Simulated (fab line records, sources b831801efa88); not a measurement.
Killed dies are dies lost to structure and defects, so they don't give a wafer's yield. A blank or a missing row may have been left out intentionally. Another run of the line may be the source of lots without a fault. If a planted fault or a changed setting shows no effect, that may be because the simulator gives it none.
fab line records    flow sfqLine
record lots=6  wafers=18  lastDay=84
route steps=325 shown INCOMING@1 L0@3
lots untouched by any fault: they come from a run of this same line in which no faults occurred
startH: hours from the record's opening day to when the first of the lot's shown wafers began    waitH: time in hours since the lot's previous step    " the same as in the row above    L1.1+2: one row covering several wafers at once    - no value, or no start given    * or withheld: withheld    < > ~ a bound
route shown NAME@n: names a module that has steps shown in the file, with the first one's number in the route    usual: mean/standard deviation taken from wafers without a fault    same: alike in all rows    chamber/n: place in a boat    sites: readings site by site    _std_site: the values' standard deviation    _edge_site: outer sites' mean less inner sites'    radiusMm: for every site, how far away it sits from the centre of the wafer    mask NAME#n: copy n    behind: tool/chamber where the wafer was last shaped    hold: the reason the lot was held/the length of the hold in hours/how it ended    device: whichever transistor did not switch (one of n, p or np)    end of line: the same wafers' tests at the end of the route    where a step has no rows: the recipe by itself    killed: dies that structure and defects cost at the first sort, which is not the same as the wafer's yield    map: dies across one wafer; x = killed, . = not, _ = none there
set.NAME: setting as actually run; set.NAME@STEP: the setting as run at that earlier step    model.NAME: the simulator's own value behind a step, which no gauge read
lots at selected steps of the route; one table per step, one row per wafer
services: the hour from which a tool's chamber was out of use, counted from the record's first day as startH (under 0 if before that day), plus the number of hours and why
## steps
# step SFQ_INCOMING_BOW_MEAS_900
# recipe mode=bow
# usual INCOMING_BOW=0/7
lot.wafer  tool          chamber  startH  waitH  INCOMING_BOW[um]
L857.3     filmMetro-01  -        15.04   -      0
L857.5     "             -        "       "      -3
L857.6     "             -        "       "      9
L863.3     filmMetro-01  -        45.04   -      -6
L863.4     "             -        "       "      -3
L863.6     "             -        "       "      -4
L874.1     filmMetro-04  -        100.00  -      3
L874.2     "             -        "       "      -1
L874.5     "             -        "       "      -18
L875.1     filmMetro-01  -        105.00  -      -3
L875.2     "             -        "       "      3
L875.3     "             -        "       "      -11
L877.1     filmMetro-03  -        115.00  -      6
L877.3     "             -        "       "      -3
L877.6     "             -        "       "      -6
L878.1     filmMetro-03  -        120.00  -      -1
L878.4     "             -        "       "      5
L878.6     "             -        "       "      4
# step SFQ_TRILAYER_INCOMING_OXIDATION_002
# recipe tempC=1000  ambient=H2O  targetThkA=5000  pH2oTorr=720  oxTimeS=4939
# step SFQ_TRILAYER_L0_DEP_SPUTTER_003
# recipe material=MoNx_KI  basePressurePa=1.33e-06  targetThkNm=40  powerW=800  timeS=100  chamberPressurePa=0.4188
# usual throttleValvePct=30.7/1
lot.wafer  tool           chamber  startH  waitH  throttleValvePct
L857.3     pvdSputter-03  -        17.49   0.0    31.7
L857.5     "              -        "       "      30.4
L857.6     "              -        "       "      30.7
L863.3     pvdSputter-03  -        47.49   0.0    30.8
L863.4     "              -        "       "      29.5
L863.6     "              -        "       "      30.3
L874.1     pvdSputter-04  -        102.49  0.0    30.5
L874.2     "              -        "       "      29.8
L874.5     "              -        "       "      30.4
L875.1     pvdSputter-03  -        107.49  0.0    31.5
L875.2     "              -        "       "      29.7
L875.3     "              -        "       "      30.5
L877.1     pvdSputter-05  -        117.49  0.0    29.8
L877.3     "              -        "       "      29.6
L877.6     "              -        "       "      29.7
L878.1     pvdSputter-03  -        122.49  0.0    30.7
L878.4     "              -        "       "      30.8
L878.6     "              -        "       "      30.5
# step SFQ_L0_RS_MEAS_901
# recipe thkMeasGauge=four-point-probe  reads=MoNx_KI_of_TRILAYER_L0_DEP_SPUTTER_003
# usual L0_MONX_KI_RS=43.6/0.4
lot.wafer  tool          chamber  startH  waitH  L0_MONX_KI_RS[ohm/sq]
L857.3     filmMetro-04  -        17.60   0.1    43.4
L857.5     "             -        "       "      43.8
L857.6     "             -        "       "      44.1
L863.3     filmMetro-02  -        47.60   0.1    43.3
L863.4     "             -        "       "      43.2
L863.6     "             -        "       "      42.6
L874.1     filmMetro-04  -        102.56  0.0    43.2
L874.2     "             -        "       "      43.3
L874.5     "             -        "       "      43.6
L875.1     filmMetro-02  -        107.56  0.0    44.0
L875.2     "             -        "       "      43.7
L875.3     "             -        "       "      43.8
L877.1     filmMetro-02  -        117.56  0.0    43.2
L877.3     "             -        "       "      43.7
L877.6     "             -        "       "      43.5
L878.1     filmMetro-02  -        122.56  0.0    43.9
L878.4     "             -        "       "      44.3
L878.6     "             -        "       "      43.9
# step SFQ_L0_THK_MEAS_902
# recipe thkMeasGauge=xrf  reads=MoNx_KI_of_TRILAYER_L0_DEP_SPUTTER_003
# usual L0_MONX_KI_THK=39.6/0.37
lot.wafer  tool          chamber  startH  waitH  L0_MONX_KI_THK[nm]
L857.3     filmMetro-04  -        17.70   0.1    39.9
L857.5     "             -        "       "      39.7
L857.6     "             -        "       "      39.2
L863.3     filmMetro-02  -        47.70   0.1    39.6
L863.4     "             -        "       "      39.8
L863.6     "             -        "       "      40.3
L874.1     filmMetro-04  -        102.68  0.1    40.0
L874.2     "             -        "       "      40.2
L874.5     "             -        "       "      39.8
L875.1     filmMetro-02  -        107.68  0.1    39.5
L875.2     "             -        "       "      39.4
L875.3     "             -        "       "      39.3
L877.1     filmMetro-02  -        117.68  0.1    39.9
L877.3     "             -        "       "      39.4
L877.6     "             -        "       "      39.7
L878.1     filmMetro-02  -        122.68  0.1    39.2
L878.4     "             -        "       "      38.7
L878.6     "             -        "       "      39.5
# step SFQ_TRILAYER_L0_LITHO_COAT_010
# recipe resist=BARC  spinRpm=3000  resistThkNm=62
# step SFQ_TRILAYER_L0_LITHO_COAT_005
# recipe resist=KrF  spinRpm=3000  resistThkNm=600
# step SFQ_TRILAYER_L0_LITHO_SOFTBAKE_009
# recipe tempC=withheld  timeS=withheld  resist=KrF
# step SFQ_TRILAYER_L0_LITHO_EXPOSE_006
# recipe maskId=L0  na=0.6  sourceShape=conventional  sigmaOuter=0.65  targetCdNm=2000  doseMj=14.4
# step SFQ_TRILAYER_L0_LITHO_PEB_008
# recipe pebTempC=115  pebTimeS=60  resist=KrF
# step SFQ_TRILAYER_L0_LITHO_DEVELOP_007
# recipe timeS=60  resist=KrF
# step SFQ_TRILAYER_L0_BARC_OPEN_METAL_ETCH_010
# recipe maskMaterial=PR  chemistry=O2  targetDepthNm=125  target=BARC  icpW=600  biasW=80  pressureMtorr=10  timeS=41.7
# usual drypumpMotorCurrentA=5.4/0.38  oesProductAu=0.685/0.0042
lot.wafer  tool         chamber  startH  waitH  drypumpMotorCurrentA  oesProductAu  rfHoursCounterH
L857.3     rieMetal-03  1        67.18   0.1    5.3                   0.677         -
L857.5     "            0        "       "      5.5                   0.684         -
L857.6     "            1        "       "      5.3                   0.681         -
L863.3     rieMetal-02  1        96.53   0.1    5.4                   0.690         -
L863.4     "            0        "       "      4.7                   0.684         -
L863.6     "            1        "       "      5.4                   0.682         -
L874.1     rieMetal-03  1        154.22  0.1    5.3                   0.682         50
L874.2     "            0        "       "      5.5                   0.680         124
L874.5     "            0        "       "      5.5                   0.681         -
L875.1     rieMetal-03  0        160.22  0.1    5.5                   0.688         125
L875.2     "            1        "       "      5.3                   0.690         51
L875.3     "            0        "       "      5.5                   0.689         -
L877.1     rieMetal-04  0        173.79  0.1    6.1                   0.682         15
L877.3     "            1        "       "      5.7                   0.682         -
L877.6     "            0        "       "      6.1                   0.680         -
L878.1     rieMetal-04  1        178.22  0.1    5.7                   0.686         190
L878.4     "            0        "       "      6.1                   0.679         -
L878.6     "            1        "       "      5.7                   0.680         -
# step SFQ_TRILAYER_L0_ETCH_METAL_ETCH_008
# recipe target=MoNx_KI  stopOn=SiO2  maskMaterial=PR  chemistry=SF6/O2  targetDepthNm=50  icpW=582.9  biasW=80  pressureMtorr=10  timeS=25
# usual drypumpMotorCurrentA=5.4/0.37  oesProductAu=0.873/0.0062
lot.wafer  tool         chamber  startH  waitH  drypumpMotorCurrentA  oesProductAu  rfHoursCounterH  model.KrF_of_TRILAYER_L0_LITHO_COAT_005.thkNm  model.L0.featureDepthNm  model.SiO2_of_TRILAYER_INCOMING_OXIDATION_002.thkNm
L857.3     rieMetal-03  1        67.23   0.0    5.3                   0.876         -                480.1                                          40.14                    513.1
L857.5     "            0        "       "      5.5                   0.879         -                482                                            39.78                    517.2
L857.6     "            1        "       "      5.3                   0.870         -                482.2                                          39.39                    513.6
L863.3     rieMetal-02  1        96.58   0.0    5.4                   0.871         -                482.9                                          40.18                    495.2
L863.4     "            0        "       "      4.7                   0.879         -                483.1                                          40.4                     492.6
L863.6     "            1        "       "      5.4                   0.877         -                483.1                                          40.81                    498.1
L874.1     rieMetal-03  1        154.28  0.0    5.3                   0.876         50               464.1                                          44.9                     494
L874.2     "            0        "       "      5.5                   0.878         124              466.2                                          44.85                    501.7
L874.5     "            0        "       "      5.5                   0.877         -                462.9                                          44.55                    500.1
L875.1     rieMetal-03  0        160.28  0.0    5.5                   0.874         125              462.9                                          44.24                    475.8
L875.2     "            1        "       "      5.3                   0.872         51               463.1                                          44.41                    479
L875.3     "            0        "       "      5.5                   0.878         -                463.1                                          44.31                    472.7
L877.1     rieMetal-04  0        173.85  0.0    6.1                   0.880         15               482.2                                          40.29                    490.6
L877.3     "            1        "       "      5.6                   0.874         -                483.7                                          39.83                    489.7
L877.6     "            0        "       "      6.1                   0.874         -                483.9                                          40.07                    484.9
L878.1     rieMetal-04  1        178.30  0.1    5.6                   0.877         190              484.6                                          39.74                    496.1
L878.4     "            0        "       "      6.1                   0.867         -                483.9                                          39.36                    503.8
L878.6     "            1        "       "      5.7                   0.869         -                483.9                                          39.7                     493.5
# step SFQ_TRILAYER_L0_STRIP_STRIP_009
# recipe gas=O2  powerW=200  platenTempC=40  overashFraction=0.65  chemistry=O2  pressureMtorr=50
# usual drypumpMotorCurrentA=5.4/0.38  oesProductAu=1.004/0.0068
# same overashFraction=0.65
lot.wafer  tool         chamber  startH  waitH  drypumpMotorCurrentA  oesProductAu  rfHoursCounterH
L857.3     rieMetal-03  1        67.46   0.2    5.3                   1.007         -
L857.5     "            0        "       "      5.5                   1.003         -
L857.6     "            1        "       "      5.3                   1.007         -
L863.3     rieMetal-02  1        96.81   0.2    5.4                   0.989         -
L863.4     "            0        "       "      4.7                   1.004         -
L863.6     "            1        "       "      5.4                   0.992         -
L874.1     rieMetal-03  1        154.32  0.0    5.3                   1.011         50
L874.2     "            0        "       "      5.5                   1.009         124
L874.5     "            0        "       "      5.5                   1.001         -
L875.1     rieMetal-03  0        160.32  0.0    5.5                   1.003         125
L875.2     "            1        "       "      5.3                   1.008         51
L875.3     "            0        "       "      5.5                   1.014         -
L877.1     rieMetal-04  0        173.90  0.0    6.2                   1.002         15
L877.3     "            1        "       "      5.7                   1.003         -
L877.6     "            0        "       "      6.2                   0.997         -
L878.1     rieMetal-04  1        178.36  0.0    5.7                   0.992         191
L878.4     "            0        "       "      6.1                   1.006         -
L878.6     "            1        "       "      5.7                   0.998         -
## services
tool           chamber  startH  hours  kind
pvdSputter-05  -        -4.10   76.7   repair
rieMetal-04    0        7.33    7.3    repair
pvdSputter-05  -        28.77   8.8    repair
pvdSputter-03  -        34.40   1.2    repair
pvdSputter-05  -        63.01   2.1    repair
rieMetal-03    0        70.39   1.2    repair
pvdSputter-05  2        72.59   -      consumableReplace:kit
pvdSputter-05  2        72.59   18.0   scheduledDown
pvdSputter-05  2        72.59   18.0   ventCycle
rieMetal-04    0        81.82   -      clean
rieMetal-04    0        81.82   -      consumableReplace:focusRing
rieMetal-04    0        81.82   15.1   scheduledDown
rieMetal-04    0        81.82   15.1   ventCycle
pvdSputter-05  -        96.12   7.9    repair
pvdSputter-03  3        100.30  -      consumableReplace:kit
pvdSputter-03  3        100.30  18.0   scheduledDown
pvdSputter-03  3        100.30  18.0   ventCycle
rieMetal-04    -        101.61  0.8    repair
rieMetal-04    -        113.24  1.4    pm
pvdSputter-04  -        114.95  25.3   repair
rieMetal-02    1        161.31  9.9    repair
rieMetal-03    0        176.64  8.9    repair
## key
firstSign none at tools or gauges
modelEffect step=SFQ_TRILAYER_L0_ETCH_METAL_ETCH_008  value=KrF_of_TRILAYER_L0_LITHO_COAT_005.thkNm  without=484  struck=463.7
metAt SFQ_TRILAYER_L0_ETCH_METAL_ETCH_008
struckWafers L874.1,L874.2,L874.5,L875.1,L875.2,L875.3
onsetBetween 67.23 154.28
alsoFits SFQ_TRILAYER_L0_BARC_OPEN_METAL_ETCH_010:rieMetal-03
fault kind=processParameterDrift  tool=rieMetal-03  chamber=-  onsetH=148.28  steps=SFQ_TRILAYER_L0_ETCH_METAL_ETCH_008  channel=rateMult  offset=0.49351  shape=step  endH=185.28
